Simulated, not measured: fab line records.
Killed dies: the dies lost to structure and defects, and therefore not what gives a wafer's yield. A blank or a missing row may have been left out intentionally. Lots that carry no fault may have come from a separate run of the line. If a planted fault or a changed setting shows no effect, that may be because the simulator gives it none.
fab line records	flow sky130
[record] lots = 6	wafers = 18	last-day = 50
route steps=708 shown NWELL@82 PWDE@84 VT_ADJUST_HVTP@85 VT_ADJUST_LVTN@97 VT_ADJUST_NCORE@119 PAD_OPEN@708
lots that met no fault: from a run of the same line without faults
start-h: start of the lot's first displayed wafer, in hours after the record's first day	wait-h: time in hours since the lot's previous step	" identical to the entry in the row above	L1.1+2: several wafers, shown together as one row	- no value, or no start was given	* or withheld: withheld	< > ~ a bound
route shown NAME@n: a module of which the file shows steps, and the number in the route of the first	usual: mean/standard deviation taken from wafers without a fault	same: alike in all rows	chamber/n: place in a boat	sites: the reading at each site	_std_site: the standard deviation of these	_edge_site: mean of outer sites minus mean of inner sites	radius-mm: for every site, how far away it sits from the centre of the wafer	mask NAME#n: copy n	behind: tool/chamber where the wafer was last shaped	hold: why the lot went on hold/how many hours it stayed there/how the hold came to an end	device: transistor that didn't switch, given as n, p or np	end of line: the route-end tests of the same wafers	step lacking rows: just its recipe	killed: not the wafer's yield, but the dies lost to structure and defects at the first sort	map: the dies of a wafer, with x for killed, . for not killed, _ for no die there
set.NAME: the setting that was run; set.NAME@STEP: the one run at that earlier step	model.NAME: the simulator's own value behind a step, which no gauge read
lots seen at some steps along the route; tables by step, rows by wafer
services: a tool's chamber out of use, with start hour (start-h, from the record's first day; less than 0 if before it), hours out, and reason
[[steps]]
[step SKY_NWELL_RS_MEAS_29]
[recipe] thk-meas-gauge = four-point-probe
[usual] NWELL_RS = 624.5/1.4
lot.wafer	tool	chamber	start-h	wait-h	NWELL_RS[ohm/sq]
L892.4	film-metro-04	-	110.86	0.1	622.1
L892.5	"	-	"	"	623.6
L892.6	"	-	"	"	623.3
L902.1	film-metro-01	-	173.05	0.1	624.3
L902.4	"	-	"	"	622.6
L902.5	"	-	"	"	622.3
L903.2	film-metro-04	-	178.02	0.1	623.2
L903.4	"	-	"	"	625.6
L903.6	"	-	"	"	625.9
L906.2	film-metro-02	-	193.12	0.1	623.4
L906.4	"	-	"	"	623.5
L906.5	"	-	"	"	624.4
L911.1	film-metro-01	-	231.71	0.1	626.7
L911.2	"	-	"	"	625.5
L911.5	"	-	"	"	624.9
L912.4	film-metro-01	-	234.91	0.1	622.3
L912.5	"	-	"	"	623.6
L912.6	"	-	"	"	623.6
[step SKY_NWELL_RS_MEAS_31]
[recipe] thk-meas-gauge = four-point-probe
[usual] PWDE_RS = 5278/17
lot.wafer	tool	chamber	start-h	wait-h	PWDE_RS[ohm/sq]
L892.4	film-metro-04	-	111.10	0.1	5279
L892.5	"	-	"	"	5263
L892.6	"	-	"	"	5269
L902.1	film-metro-01	-	173.29	0.1	5277
L902.4	"	-	"	"	5273
L902.5	"	-	"	"	5285
L903.2	film-metro-04	-	178.26	0.1	5262
L903.4	"	-	"	"	5269
L903.6	"	-	"	"	5276
L906.2	film-metro-02	-	193.36	0.1	5317
L906.4	"	-	"	"	5306
L906.5	"	-	"	"	5305
L911.1	film-metro-01	-	231.95	0.1	5273
L911.2	"	-	"	"	5305
L911.5	"	-	"	"	5294
L912.4	film-metro-01	-	235.15	0.1	5313
L912.5	"	-	"	"	5287
L912.6	"	-	"	"	5302
[step SKY_VT_ADJUST_HVTP_DEHYDRATE_00]
[recipe] temp-c = 200	time-s = 60
[step SKY_VT_ADJUST_HVTP_HMDS_01]
[recipe] prime-time-s = 60	prime-temp-c = 120
[step SKY_VT_ADJUST_HVTP_COAT_02]
[recipe] resist = NOVOLAK	spin-rpm = 3000	resist-thk-nm = 1140
[step SKY_VT_ADJUST_HVTP_SOFTBAKE_03]
[recipe] temp-c = 90	time-s = 60	resist = NOVOLAK
[step SKY_VT_ADJUST_HVTP_EXPOSE_04]
[recipe] mask-id = HVTPM	na = 0.6	source-shape = conventional	sigma-outer = 0.6	polarization = unpolarized	target-cd-nm = 380	dose-mj = 140
[step SKY_VT_ADJUST_HVTP_PEB_05]
[recipe] temp-c = withheld	time-s = *	resist = NOVOLAK
[step SKY_VT_ADJUST_HVTP_DEVELOP_06]
[recipe] resist = NOVOLAK	developer = TMAH	develop-time-s = 60	dev-temp-c = 23
[step SKY_VT_ADJUST_HVTP_CD_MEAS_07]
[recipe] target-cd-nm = 380
[usual] cd-nm = 379.4/2.7
lot.wafer	tool	chamber	start-h	wait-h	cd-nm
L892.4	cd-sem-01	-	129.81	0.1	382.6
L892.5	"	-	"	"	383.0
L892.6	"	-	"	"	380.3
L902.1	cd-sem-02	-	194.30	0.1	382.3
L902.4	"	-	"	"	384.3
L902.5	"	-	"	"	383.9
L903.2	cd-sem-02	-	200.52	0.1	379.7
L903.4	"	-	"	"	378.2
L903.6	"	-	"	"	376.7
L906.2	cd-sem-02	-	215.62	0.1	377.0
L906.4	"	-	"	"	377.5
L906.5	"	-	"	"	378.2
L911.1	cd-sem-02	-	254.65	0.1	383.2
L911.2	"	-	"	"	384.0
L911.5	"	-	"	"	379.4
L912.4	cd-sem-02	-	258.06	0.1	376.2
L912.5	"	-	"	"	374.8
L912.6	"	-	"	"	375.2
[step SKY_VT_ADJUST_HVTP_OVL_MEAS_08]
[usual] VT_ADJUST_HVTP_OVL = 0.7/1.6
lot.wafer	tool	chamber	start-h	wait-h	VT_ADJUST_HVTP_OVL[nm]
L892.4	overlay-01	-	129.89	0.1	-2.0
L892.5	"	-	"	"	0.1
L892.6	"	-	"	"	-0.5
L902.1	overlay-02	-	194.42	0.1	-1.9
L902.4	"	-	"	"	-1.1
L902.5	"	-	"	"	-1.5
L903.2	overlay-01	-	200.63	0.1	-1.2
L903.4	"	-	"	"	-1.3
L903.6	"	-	"	"	-1.1
L906.2	overlay-02	-	215.73	0.1	0.2
L906.4	"	-	"	"	-1.9
L906.5	"	-	"	"	-1.2
L911.1	overlay-01	-	254.77	0.1	-1.2
L911.2	"	-	"	"	-0.5
L911.5	"	-	"	"	-0.3
L912.4	overlay-02	-	258.14	0.1	-0.3
L912.5	"	-	"	"	1.6
L912.6	"	-	"	"	0.4
[step SKY_VT_ADJUST_HVTP_IMPLANT_09]
[recipe] species = As	energy-kev = 150	dose-cm2 = 4.3e+12	tilt-deg = withheld
[usual] beam-on-s = 10.00/0.2	dose-ions-cm2 = 4.3e+12/4.5e+09
lot.wafer	tool	chamber	start-h	wait-h	beam-on-s	dose-ions-cm2
L892.4	implanter-03	0	129.98	0.1	10.12	4.301e+12
L892.5	"	0	"	"	9.97	4.3e+12
L892.6	"	0	"	"	10.08	4.305e+12
L902.1	implanter-03	0	194.46	0.0	9.70	4.303e+12
L902.4	"	0	"	"	10.27	4.293e+12
L902.5	"	0	"	"	9.76	4.302e+12
L903.2	implanter-03	0	200.68	0.0	10.02	4.307e+12
L903.4	"	0	"	"	10.26	4.317e+12
L903.6	"	0	"	"	10.02	4.307e+12
L906.2	implanter-04	0	215.78	0.0	10.24	4.29e+12
L906.4	"	0	"	"	9.69	4.293e+12
L906.5	"	0	"	"	10.20	4.295e+12
L911.1	implanter-04	0	254.81	0.0	9.95	4.296e+12
L911.2	"	0	"	"	10.06	4.302e+12
L911.5	"	0	"	"	9.69	4.299e+12
L912.4	implanter-04	0	258.23	0.1	9.88	4.298e+12
L912.5	"	0	"	"	9.92	4.299e+12
L912.6	"	0	"	"	9.78	4.305e+12
[step SKY_VT_ADJUST_HVTP_STRIP_10]
[recipe] chemistry = O2/N2	power-w = 1400	pressure-mtorr = 1500	platen-temp-c = withheld	o2-flow-sccm = 3000	n2-flow-sccm = 300	overash-fraction = 0.5
[usual] drypump-motor-current-A = 6.1/0.5	oes-product-au = 0.715/0.0046	strip-time-to-endpoint-s = 14.18/0.044
lot.wafer	tool	chamber	start-h	wait-h	drypump-motor-current-A	oes-product-au	rf-hours-counter-h	strip-time-to-endpoint-s
L892.4	plasma-asher-01	1	130.09	0.1	4.8	0.711	-	14.21
L892.5	"	1	"	"	4.8	0.711	-	14.20
L892.6	"	0	"	"	5.7	0.718	-	14.16
L902.1	plasma-asher-02	0	194.61	0.1	6.3	0.710	36	14.09
L902.4	"	0	"	"	6.4	0.711	-	14.13
L902.5	"	0	"	"	6.4	0.714	-	14.11
L903.2	plasma-asher-04	0	200.81	0.1	6.8	0.720	54	14.11
L903.4	"	1	"	"	5.8	0.710	-	14.18
L903.6	"	0	"	"	6.9	0.715	-	14.22
L906.2	plasma-asher-01	0	215.91	0.1	5.7	0.708	10	14.11
L906.4	"	0	"	"	5.8	0.716	-	14.10
L906.5	"	1	"	"	4.8	0.722	-	14.10
L911.1	plasma-asher-02	1	254.96	0.1	6.0	0.723	42	14.09
L911.2	"	0	"	"	6.3	0.723	42	14.11
L911.5	"	1	"	"	6.0	0.714	-	14.11
L912.4	plasma-asher-04	0	258.34	0.1	6.8	0.718	-	14.21
L912.5	"	1	"	"	5.8	0.711	-	14.18
L912.6	"	0	"	"	6.9	0.709	-	14.20
[step SKY_VT_ADJUST_HVTP_TW_MEAS_11]
[usual] VT_ADJUST_HVTP_TW = 1358/6.2
lot.wafer	tool	chamber	start-h	wait-h	VT_ADJUST_HVTP_TW
L892.4	film-metro-04	-	130.19	0.1	1359
L892.5	"	-	"	"	1355
L892.6	"	-	"	"	1357
L902.1	film-metro-03	-	194.71	0.1	1351
L902.4	"	-	"	"	1351
L902.5	"	-	"	"	1348
L903.2	film-metro-01	-	200.92	0.1	1340
L903.4	"	-	"	"	1346
L903.6	"	-	"	"	1345
L906.2	film-metro-04	-	216.02	0.1	1365
L906.4	"	-	"	"	1366
L906.5	"	-	"	"	1368
L911.1	film-metro-03	-	255.06	0.1	1363
L911.2	"	-	"	"	1366
L911.5	"	-	"	"	1365
L912.4	film-metro-03	-	258.44	0.1	1364
L912.5	"	-	"	"	1360
L912.6	"	-	"	"	1363
[step SKY_VT_ADJUST_LVTN_DEHYDRATE_00]
[recipe] temp-c = 200	time-s = 60
[step SKY_VT_ADJUST_LVTN_HMDS_01]
[recipe] prime-time-s = 60	prime-temp-c = 120
[step SKY_VT_ADJUST_LVTN_COAT_02]
[recipe] spin-rpm = 2000	resist-thk-nm = 3000
[step SKY_VT_ADJUST_LVTN_SOFTBAKE_03]
[recipe] temp-c = 110	time-s = withheld
[step SKY_VT_ADJUST_LVTN_EXPOSE_04]
[recipe] mask-id = NWM_COMPLEMENT_LESS_NATIVE	na = 0.6	source-shape = conventional	sigma-outer = 0.6	polarization = unpolarized	target-cd-nm = 840	dose-mj = 194
[step SKY_VT_ADJUST_LVTN_PEB_05]
[recipe] temp-c = 115	time-s = withheld
[step SKY_VT_ADJUST_LVTN_DEVELOP_06]
[recipe] wall-angle-deg = 90	developer = TMAH	develop-time-s = 60	dev-temp-c = 23
[step SKY_VT_ADJUST_LVTN_OVL_MEAS_07]
[usual] VT_ADJUST_LVTN_OVL = -0.1/1.3
lot.wafer	tool	chamber	start-h	wait-h	VT_ADJUST_LVTN_OVL[nm]
L892.4	overlay-01	-	149.23	-	-0.2
L892.5	"	-	"	"	0.3
L892.6	"	-	"	"	0.5
L902.1	overlay-02	-	216.90	-	-0.5
L902.4	"	-	"	"	0.0
L902.5	"	-	"	"	-0.1
L903.2	overlay-01	-	223.47	-	-0.5
L903.4	"	-	"	"	1.2
L903.6	"	-	"	"	0.0
L906.2	overlay-01	-	238.72	-	-0.6
L906.4	"	-	"	"	-1.5
L906.5	"	-	"	"	-1.5
L911.1	overlay-02	-	279.25	-	-0.7
L911.2	"	-	"	"	-0.8
L911.5	"	-	"	"	-0.5
L912.4	overlay-02	-	282.62	-	0.4
L912.5	"	-	"	"	1.0
L912.6	"	-	"	"	1.7
[step SKY_VT_ADJUST_LVTN_IMPLANT_08]
[recipe] species = B	energy-kev = 30	dose-cm2 = 1.57e+12	tilt-deg = withheld
[step SKY_VT_ADJUST_LVTN_STRIP_09]
[recipe] chemistry = O2/N2	power-w = 1400	pressure-mtorr = 1500	platen-temp-c = withheld	o2-flow-sccm = 3000	n2-flow-sccm = 300	overash-fraction = 0.5
[usual] drypump-motor-current-A = 5.9/0.57	oes-product-au = 0.722/0.0043	strip-time-to-endpoint-s = 36.94/0.091
lot.wafer	tool	chamber	start-h	wait-h	drypump-motor-current-A	oes-product-au	rf-hours-counter-h	strip-time-to-endpoint-s
L892.4	plasma-asher-04	0	149.43	0.1	6.8	0.727	-	36.93
L892.5	"	1	"	"	5.8	0.720	-	36.88
L892.6	"	0	"	"	6.8	0.719	-	36.86
L902.1	plasma-asher-01	1	217.09	0.1	4.8	0.719	10	36.95
L902.4	"	0	"	"	5.7	0.724	-	36.86
L902.5	"	0	"	"	5.7	0.719	-	36.95
L903.2	plasma-asher-03	1	223.65	0.1	6.0	0.722	55	36.96
L903.4	"	0	"	"	6.1	0.718	-	37.05
L903.6	"	1	"	"	6.0	0.726	-	36.85
L906.2	plasma-asher-04	1	238.90	0.1	5.8	0.722	58	37.00
L906.4	"	0	"	"	6.8	0.715	-	36.97
L906.5	"	1	"	"	5.8	0.725	-	37.04
L911.1	plasma-asher-04	1	279.44	0.1	5.8	0.725	61	37.15
L911.2	"	0	"	"	6.9	0.717	61	36.95
L911.5	"	0	"	"	6.8	0.724	-	37.01
L912.4	plasma-asher-01	1	282.82	0.1	4.8	0.719	-	36.88
L912.5	"	0	"	"	5.8	0.718	-	36.89
L912.6	"	1	"	"	4.8	0.722	-	36.92
[step SKY_VT_ADJUST_LVTN_TW_MEAS_10]
[usual] VT_ADJUST_LVTN_TW = 242.0/1.2
lot.wafer	tool	chamber	start-h	wait-h	VT_ADJUST_LVTN_TW
L892.4	film-metro-01	-	149.53	0.1	241.2
L892.5	"	-	"	"	241.9
L892.6	"	-	"	"	240.0
L902.1	film-metro-03	-	217.19	0.1	241.5
L902.4	"	-	"	"	241.0
L902.5	"	-	"	"	241.8
L903.2	film-metro-03	-	223.76	0.1	243.3
L903.4	"	-	"	"	243.2
L903.6	"	-	"	"	242.4
L906.2	film-metro-03	-	239.01	0.1	243.0
L906.4	"	-	"	"	242.7
L906.5	"	-	"	"	243.3
L911.1	film-metro-03	-	279.54	0.1	242.4
L911.2	"	-	"	"	241.8
L911.5	"	-	"	"	242.1
L912.4	film-metro-03	-	282.92	0.1	241.4
L912.5	"	-	"	"	241.0
L912.6	"	-	"	"	240.7
[step SKY_VT_ADJUST_LVTN_DEHYDRATE_11]
[recipe] temp-c = 200	time-s = 60
[step SKY_VT_ADJUST_LVTN_HMDS_12]
[recipe] prime-time-s = 60	prime-temp-c = 120
[step SKY_VT_ADJUST_LVTN_COAT_13]
[recipe] resist = NOVOLAK	spin-rpm = 3000	resist-thk-nm = 1140
[step SKY_VT_ADJUST_LVTN_SOFTBAKE_14]
[recipe] temp-c = 90	time-s = 60	resist = NOVOLAK
[step SKY_VT_ADJUST_LVTN_EXPOSE_15]
[recipe] mask-id = HVN_STD_DERIVED	na = 0.6	source-shape = conventional	sigma-outer = 0.6	polarization = unpolarized	target-cd-nm = 600	dose-mj = 163
[step SKY_VT_ADJUST_LVTN_PEB_16]
[recipe] temp-c = withheld	time-s = *	resist = NOVOLAK
[step SKY_VT_ADJUST_LVTN_DEVELOP_17]
[recipe] resist = NOVOLAK	developer = TMAH	develop-time-s = 60	dev-temp-c = 23
[step SKY_VT_ADJUST_LVTN_OVL_MEAS_18]
[usual] VT_ADJUST_LVTN_01_OVL = -0.9/1.2
lot.wafer	tool	chamber	start-h	wait-h	VT_ADJUST_LVTN_01_OVL[nm]
L892.4	overlay-01	-	169.12	0.1	-0.2
L892.5	"	-	"	"	-1.5
L892.6	"	-	"	"	-0.7
L902.1	overlay-02	-	239.66	0.1	-0.2
L902.4	"	-	"	"	-0.7
L902.5	"	-	"	"	-0.3
L903.2	overlay-02	-	246.71	0.1	-0.6
L903.4	"	-	"	"	-1.2
L903.6	"	-	"	"	1.8
L906.2	overlay-01	-	261.66	0.1	-1.8
L906.4	"	-	"	"	-1.4
L906.5	"	-	"	"	-1.4
L911.1	overlay-02	-	304.35	0.1	0.9
L911.2	"	-	"	"	-2.6
L911.5	"	-	"	"	-2.6
L912.4	overlay-01	-	308.18	0.1	0.6
L912.5	"	-	"	"	2.9
L912.6	"	-	"	"	0.6
[step SKY_VT_ADJUST_LVTN_IMPLANT_19]
[recipe] species = B	energy-kev = 30	dose-cm2 = 6.5e+11	tilt-deg = withheld
[step SKY_VT_ADJUST_LVTN_STRIP_20]
[recipe] chemistry = O2/N2	power-w = 1400	pressure-mtorr = 1500	platen-temp-c = withheld	o2-flow-sccm = 3000	n2-flow-sccm = 300	overash-fraction = 0.5
[usual] drypump-motor-current-A = 5.9/0.63	oes-product-au = 0.715/0.0043	strip-time-to-endpoint-s = 14.17/0.041
lot.wafer	tool	chamber	start-h	wait-h	drypump-motor-current-A	oes-product-au	rf-hours-counter-h	strip-time-to-endpoint-s
L892.4	plasma-asher-01	1	169.32	0.1	4.8	0.711	-	14.19
L892.5	"	0	"	"	5.7	0.716	-	14.15
L892.6	"	1	"	"	4.8	0.721	-	14.19
L902.1	plasma-asher-01	1	239.85	0.1	4.8	0.707	12	14.17
L902.4	"	0	"	"	5.7	0.719	-	14.15
L902.5	"	1	"	"	4.8	0.721	-	14.16
L903.2	plasma-asher-04	1	246.89	0.1	5.8	0.705	58	14.19
L903.4	"	0	"	"	6.8	0.720	-	14.17
L903.6	"	1	"	"	5.8	0.718	-	14.17
L906.2	plasma-asher-03	0	261.84	0.1	6.1	0.717	58	14.16
L906.4	"	0	"	"	6.1	0.714	-	14.09
L906.5	"	1	"	"	6.0	0.718	-	14.16
L911.1	plasma-asher-03	1	304.54	0.1	6.0	0.713	62	14.18
L911.2	"	0	"	"	6.1	0.715	62	14.21
L911.5	"	0	"	"	6.1	0.715	-	14.21
L912.4	plasma-asher-03	0	308.38	0.1	6.1	0.717	-	14.20
L912.5	"	0	"	"	6.1	0.710	-	14.20
L912.6	"	1	"	"	6.0	0.710	-	14.16
[step SKY_VT_ADJUST_LVTN_TW_MEAS_21]
[usual] VT_ADJUST_LVTN_2_TW = 188.5/0.83
lot.wafer	tool	chamber	start-h	wait-h	VT_ADJUST_LVTN_2_TW
L892.4	film-metro-01	-	169.42	0.1	188.9
L892.5	"	-	"	"	188.8
L892.6	"	-	"	"	188.8
L902.1	film-metro-03	-	239.95	0.1	188.4
L902.4	"	-	"	"	188.9
L902.5	"	-	"	"	189.6
L903.2	film-metro-02	-	247.00	0.1	188.5
L903.4	"	-	"	"	189.6
L903.6	"	-	"	"	189.1
L906.2	film-metro-03	-	261.95	0.1	188.2
L906.4	"	-	"	"	188.5
L906.5	"	-	"	"	188.8
L911.1	film-metro-03	-	304.64	0.1	187.2
L911.2	"	-	"	"	187.2
L911.5	"	-	"	"	188.3
L912.4	film-metro-03	-	308.48	0.1	187.6
L912.5	"	-	"	"	187.5
L912.6	"	-	"	"	186.7
[step SKY_VT_ADJUST_NCORE_DEHYDRATE_00]
[recipe] temp-c = 200	time-s = 60
[step SKY_VT_ADJUST_NCORE_HMDS_01]
[recipe] prime-time-s = 60	prime-temp-c = 120
[step SKY_VT_ADJUST_NCORE_COAT_02]
[recipe] resist = NOVOLAK	spin-rpm = 3000	resist-thk-nm = 1140
[step SKY_VT_ADJUST_NCORE_SOFTBAKE_03]
[recipe] temp-c = 90	time-s = 60	resist = NOVOLAK
[step SKY_VT_ADJUST_NCORE_EXPOSE_04]
[recipe] mask-id = LVTN_COMPLEMENT_THIN	na = 0.6	source-shape = conventional	sigma-outer = 0.6	polarization = unpolarized	target-cd-nm = 380	dose-mj = 139
[step SKY_PAD_OPEN_PROBE_99]
[usual] killed_at_M0_to_M3 = 43/6.7	killed_at_M4_up = 3.2/1.8	killed-at-contacts = 25/5.2	killed-at-front-end = 15/4.4	killed-at-other = 0.2/0.4	killed-dies = 87/9.3	killed-open = 48/7.1	killed-short = 39/6
[same] gross-dies = 492	killed-at-back-side = 0
lot.wafer	tool	chamber	start-h	wait-h	killed_at_M0_to_M3	killed_at_M4_up	killed-at-contacts	killed-at-front-end	killed-at-other	killed-dies	killed-open	killed-short	model.etest.tip-p.rs-ohm-sq-range	model.etest.pfet_01v8.drive-ua-um-range	model.etest.pfet_01v8.vt-v-range
L892.4	prober-02	-	1080.96	0.2	49	1	23	15	0	88	46	42	152.3	8.825	0.01432
L892.5	prober-02	-	1081.01	0.2	46	4	22	19	1	92	53	39	195.5	3.805	0.01163
L892.6	prober-02	-	1081.06	0.2	35	2	28	16	1	82	48	34	217.9	6.108	0.01047
L902.1	prober-01	-	1152.42	0.1	45	2	22	11	1	81	45	36	425.7	19.45	0.05386
L902.4	prober-01	-	1152.57	0.2	42	2	24	18	1	87	47	40	449.2	22.14	0.06565
L902.5	prober-01	-	1152.62	0.2	41	3	24	11	0	79	46	33	269.8	19.31	0.05915
L903.2	prober-02	-	1155.41	0.1	54	1	30	13	0	98	58	40	487.8	23.85	0.05847
L903.4	prober-02	-	1155.51	0.2	46	4	17	15	0	82	36	46	408.2	21.63	0.06521
L903.6	prober-02	-	1155.61	0.2	42	1	22	18	0	83	41	42	386.6	21.56	0.06145
L906.2	prober-02	-	1161.72	0.1	59	4	18	11	0	92	50	42	212.3	5.079	0.008994
L906.4	prober-02	-	1161.82	0.2	42	1	15	17	0	75	40	35	257.3	6.873	0.008747
L906.5	prober-02	-	1161.87	0.2	45	2	23	8	0	78	44	34	148.5	5.306	0.01682
L911.1	prober-01	-	1188.72	0.1	51	4	38	12	0	105	51	54	164.7	3.206	0.01415
L911.2	prober-01	-	1188.77	0.1	48	4	29	23	1	105	48	57	201.1	5.925	0.01253
L911.5	prober-01	-	1188.92	0.2	47	7	22	15	0	91	55	36	167.4	3.105	0.01358
L912.4	prober-02	-	1194.77	0.2	37	2	32	12	1	84	46	38	121.2	7.717	0.01727
L912.5	prober-02	-	1194.82	0.2	40	3	39	15	0	97	58	39	155.8	6.241	0.01338
L912.6	prober-02	-	1194.87	0.2	43	5	32	11	0	91	49	42	157.1	7.752	0.02132
// killed by level:class
L892.4 VIA1:geometric-particle:open=11 VIA1:geometric-particle:short=8 CONTACT:geometric-particle:open=7 VIA3:geometric-particle:open=7 POLY_GATE:geometric-particle:short=6 LI_CONTACT:geometric-particle:open=6 SPACER:geometric-particle:short=5 CONTACT:geometric-particle:short=5
L892.5 VIA1:geometric-particle:open=12 CONTACT:geometric-particle:open=10 VIA3:geometric-particle:open=8 METAL2:geometric-particle:short=6 LI_CONTACT:geometric-particle:open=6 VIA2:geometric-particle:open=6 FIELD_ISO:geometric-particle:short=5 METAL3:geometric-particle:short=5
L892.6 CONTACT:geometric-particle:open=15 LI_CONTACT:geometric-particle:open=9 VIA1:geometric-particle:open=7 FIELD_ISO:geometric-particle:short=6 VIA2:geometric-particle:open=5 VIA3:geometric-particle:open=5 METAL1:geometric-particle:short=4 POLY_GATE:geometric-particle:short=3
L902.1 LI_CONTACT:geometric-particle:open=8 CONTACT:geometric-particle:open=7 VIA1:geometric-particle:open=7 VIA2:geometric-particle:open=7 VIA3:geometric-particle:open=6 FIELD_ISO:geometric-particle:short=5 METAL1:geometric-particle:short=5 VIA1:geometric-particle:short=5
L902.4 CONTACT:geometric-particle:open=10 VIA3:geometric-particle:open=9 VIA1:geometric-particle:open=9 LOCAL_INTERCONNECT:geometric-particle:short=5 METAL1:geometric-particle:short=5 FIELD_ISO:geometric-particle:short=4 FIELD_ISO:geometric-particle:open=4 LI_CONTACT:geometric-particle:open=4
L902.5 LI_CONTACT:geometric-particle:open=9 VIA2:geometric-particle:open=8 CONTACT:geometric-particle:open=7 VIA3:geometric-particle:open=5 VIA1:geometric-particle:short=5 VIA3:geometric-particle:short=5 POLY_GATE:geometric-particle:open=4 CONTACT:geometric-particle:short=4
L903.2 CONTACT:geometric-particle:open=16 VIA1:geometric-particle:open=12 VIA2:geometric-particle:open=9 VIA1:geometric-particle:short=7 VIA3:geometric-particle:open=7 METAL2:geometric-particle:short=6 METAL1:geometric-particle:short=5 POLY_GATE:geometric-particle:open=4
L903.4 METAL1:geometric-particle:short=11 VIA1:geometric-particle:open=9 CONTACT:geometric-particle:short=7 METAL2:geometric-particle:short=7 POLY_GATE:geometric-particle:open=6 LOCAL_INTERCONNECT:geometric-particle:short=5 VIA3:geometric-particle:open=5 VIA1:geometric-particle:short=4
L903.6 VIA1:geometric-particle:open=12 CONTACT:geometric-particle:open=9 VIA1:geometric-particle:short=9 FIELD_ISO:geometric-particle:short=6 METAL2:geometric-particle:short=6 FIELD_ISO:geometric-particle:open=4 POLY_GATE:geometric-particle:short=4 LI_CONTACT:geometric-particle:open=4
L906.2 METAL2:geometric-particle:short=11 VIA3:geometric-particle:open=10 VIA1:geometric-particle:open=10 CONTACT:geometric-particle:open=8 METAL1:geometric-particle:short=8 VIA2:geometric-particle:open=5 METAL3:geometric-particle:short=5 POLY_GATE:geometric-particle:open=4
L906.4 METAL1:geometric-particle:short=8 CONTACT:geometric-particle:open=7 VIA2:geometric-particle:short=5 POLY_GATE:geometric-particle:open=5 VIA2:geometric-particle:open=5 METAL3:geometric-particle:open=5 VIA1:geometric-particle:open=5 VIA1:geometric-particle:short=5
L906.5 VIA3:geometric-particle:open=10 LI_CONTACT:geometric-particle:open=8 VIA1:geometric-particle:open=8 METAL2:geometric-particle:short=8 VIA2:geometric-particle:open=7 CONTACT:geometric-particle:open=7 VIA3:geometric-particle:short=6 POLY_GATE:geometric-particle:short=5
L911.1 VIA1:geometric-particle:open=14 CONTACT:geometric-particle:open=13 CONTACT:geometric-particle:short=8 METAL1:geometric-particle:short=8 LI_CONTACT:geometric-particle:open=7 LOCAL_INTERCONNECT:geometric-particle:short=7 FIELD_ISO:geometric-particle:short=6 VIA3:geometric-particle:short=6
L911.2 VIA1:geometric-particle:open=10 FIELD_ISO:geometric-particle:short=9 CONTACT:geometric-particle:open=8 CONTACT:geometric-particle:short=8 VIA3:geometric-particle:open=7 LOCAL_INTERCONNECT:geometric-particle:short=7 VIA1:geometric-particle:short=6 VIA2:geometric-particle:open=6
L911.5 VIA1:geometric-particle:open=12 CONTACT:geometric-particle:open=10 VIA2:geometric-particle:open=8 FIELD_ISO:geometric-particle:open=7 METAL1:geometric-particle:short=7 METAL2:geometric-particle:short=5 VIA3:geometric-particle:open=5 LI_CONTACT:geometric-particle:open=4
L912.4 CONTACT:geometric-particle:open=13 VIA1:geometric-particle:open=10 VIA1:geometric-particle:short=8 CONTACT:geometric-particle:short=7 LI_CONTACT:geometric-particle:open=6 METAL1:geometric-particle:short=5 VIA3:geometric-particle:open=4 POLY_GATE:geometric-particle:short=3
L912.5 CONTACT:geometric-particle:open=13 LI_CONTACT:geometric-particle:open=12 VIA1:geometric-particle:open=11 METAL2:geometric-particle:short=9 FIELD_ISO:geometric-particle:open=6 CONTACT:geometric-particle:short=6 POLY_GATE:geometric-particle:open=5 VIA3:geometric-particle:open=5
L912.6 CONTACT:geometric-particle:open=9 LOCAL_INTERCONNECT:geometric-particle:short=8 VIA1:geometric-particle:open=8 VIA2:geometric-particle:open=8 LI_CONTACT:geometric-particle:open=7 VIA3:geometric-particle:open=6 CONTACT:geometric-particle:short=5 VIA1:geometric-particle:short=5
[[services]]
tool	chamber	start-h	hours	kind
plasma-asher-01	-	108.75	9.0	pm
plasma-asher-01	0	108.75	9.0	vent-cycle
plasma-asher-01	1	108.75	9.0	vent-cycle
implanter-04	-	114.66	3.7	pm
plasma-asher-01	0	117.75	-	clean
plasma-asher-01	1	117.75	-	clean
plasma-asher-02	-	128.01	9.0	repair
implanter-04	-	187.61	2.0	repair
implanter-03	-	233.50	4.1	repair
implanter-03	-	239.90	5.3	pm
implanter-03	-	266.98	2.1	repair
implanter-04	-	296.77	8.2	repair
[[key]]
[first-sign] step = SKY_VT_ADJUST_HVTP_TW_MEAS_11	reading = VT_ADJUST_HVTP_TW	direction = down	sigmas = 1.9	usual = 1358	struck = 1347
effect none on later readings
[model-effect] step = SKY_PAD_OPEN_PROBE_99	value = etest.tip-p.rs-ohm-sq-range	without = 172	struck = 404.6
met-at SKY_VT_ADJUST_HVTP_IMPLANT_09
struck-wafers L902.1,L902.4,L902.5,L903.2,L903.4,L903.6
tester-left-out L902,L903
onset-between 129.98 194.46
[fault] kind = process-parameter-drift	tool = implanter-03	chamber = -	onset-h = 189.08	steps = SKY_VT_ADJUST_HVTP_IMPLANT_09	channel = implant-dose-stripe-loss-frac	offset = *	shape = step	end-h = 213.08
// tester-left-out: of these lots the tester's yield and bins aren't shown, on N5 and GAA mostly nor the transistor test; their killed dies are dies lost to structure and defects alone, not to doping, threshold or leakage, so they don't give the yield
